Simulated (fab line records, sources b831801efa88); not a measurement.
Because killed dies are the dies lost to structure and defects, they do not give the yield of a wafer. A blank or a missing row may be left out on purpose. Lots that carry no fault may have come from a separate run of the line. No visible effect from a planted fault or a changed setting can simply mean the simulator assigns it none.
Code-filled problem report in 8D (eight disciplines) form -- flow sfq_line -- the parts of the form that need people (team, actions taken, sign-off) are left out

== 1. PROBLEM STATEMENT ==
Wafers without a fault read 182.3 W, standard deviation 0.58; rf_fwd_power_W at SFQ_TRILAYER_I3_DEP_PECVD_081 reads a mean of 255.1 W on 5 wafers belonging to 2 lots. So: +99 or more standard deviations from the usual mean.
The step: deposits SiO2 from SiH4/N2O, time 111.11 s, target thk 500 nm.
The first sign was on wafer L474.3 at day 43 06:35, on pecvd-04. Wafers with a number at this step in the record: 41, from 14 lots. Rule for "out" (also "out of limits"): further than 4 standard deviations from the usual mean. Any other wafer with a number is counted as sound.

== 2. WHAT IT IS AND WHAT IT IS NOT ==
question,is,is not
which readings at this step,"rf_fwd_power_W, showerhead_vpp_V","heater_power_w, throttle_valve_pct"
which lots,"L474, L477","L464, L465, L466, L467, L468, L471, L473, L476, L479, L481, L484, L485"
which wafers of those lots,all that have a number,-
read on which tools,pecvd-04,"pecvd-02, pecvd-03"
when,from day 43 06:35,"up to then (21 sound wafers); but 15 sound wafers of L476, L479, L481, L484, L485 came after"

== 3. WHAT RULES OUT EACH SUSPECT ==
Counting: a tool stays on the suspect list if, at a process step up to the reading, it processed all lots that are out and no sound lot following the first of them.
- rie_diel-02 at SFQ_TRILAYER_I2_VIA_BARC_OPEN_VIA_ETCH_096 (etches BARC in O2, target depth 125 nm, time 41.7 s): kept. It processed each lot that is out, first L474 at day 38 18:37, and no sound lot thereafter; up to then, the last sound lot it processed was L466 at day 37 23:02.
- pecvd-04 at SFQ_TRILAYER_I3_DEP_PECVD_081 (deposits SiO2 from SiH4/N2O, time 111.11 s, target thk 500 nm): kept. It processed each lot that is out, first L474 at day 43 06:35, and no sound lot thereafter; up to then, the last sound lot it processed was L471 at day 42 22:28. On those wafers its own readings are out: rf_fwd_power_W, showerhead_vpp_V.
Left after counting: rie_diel-02 at SFQ_TRILAYER_I2_VIA_BARC_OPEN_VIA_ETCH_096, pecvd-04 at SFQ_TRILAYER_I3_DEP_PECVD_081.

== 4. THE CAUSE (what the simulator had put in) ==
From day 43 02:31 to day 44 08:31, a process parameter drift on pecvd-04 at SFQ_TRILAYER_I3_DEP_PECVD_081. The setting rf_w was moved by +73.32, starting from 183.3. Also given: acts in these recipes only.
This tool is one of the 2 suspects left after counting.

== 5. THE EFFECT CHAIN, in route order ==
Each row: a reading where the mean over the struck wafers with a number is more than 3 standard deviations away from the usual. Readings are gone through only where the record gives a usual standard deviation; hours: the median, over the lots, of the time from a lot's start at the first step in this table giving one to that lot's start at this step; sigmas: the change measured in usual standard deviations.
hours,step,reading,usual,on struck wafers,change,sigmas
0,SFQ_TRILAYER_I3_DEP_PECVD_081,rf_fwd_power_W,182.3 W,255.1,+72.8,+99 or more
0,SFQ_TRILAYER_I3_DEP_PECVD_081,showerhead_vpp_V,841 V,1010,+169,+6.5
55,SFQ_TRILAYER_I3_CMP_CMP_082,time_to_endpoint_s,213 s,248,+35,+4.1
It contains these process steps:
- SFQ_TRILAYER_I3_DEP_PECVD_081: deposits SiO2 from SiH4/N2O, time 111.11 s, target thk 500 nm.
- SFQ_TRILAYER_I3_CMP_CMP_082: polishes SiO2.

== 6. WHAT WOULD HAVE CAUGHT IT SOONER ==
The fault began at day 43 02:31; the first out-of-limits reading in this record came at day 43 06:35, 4 hours later.
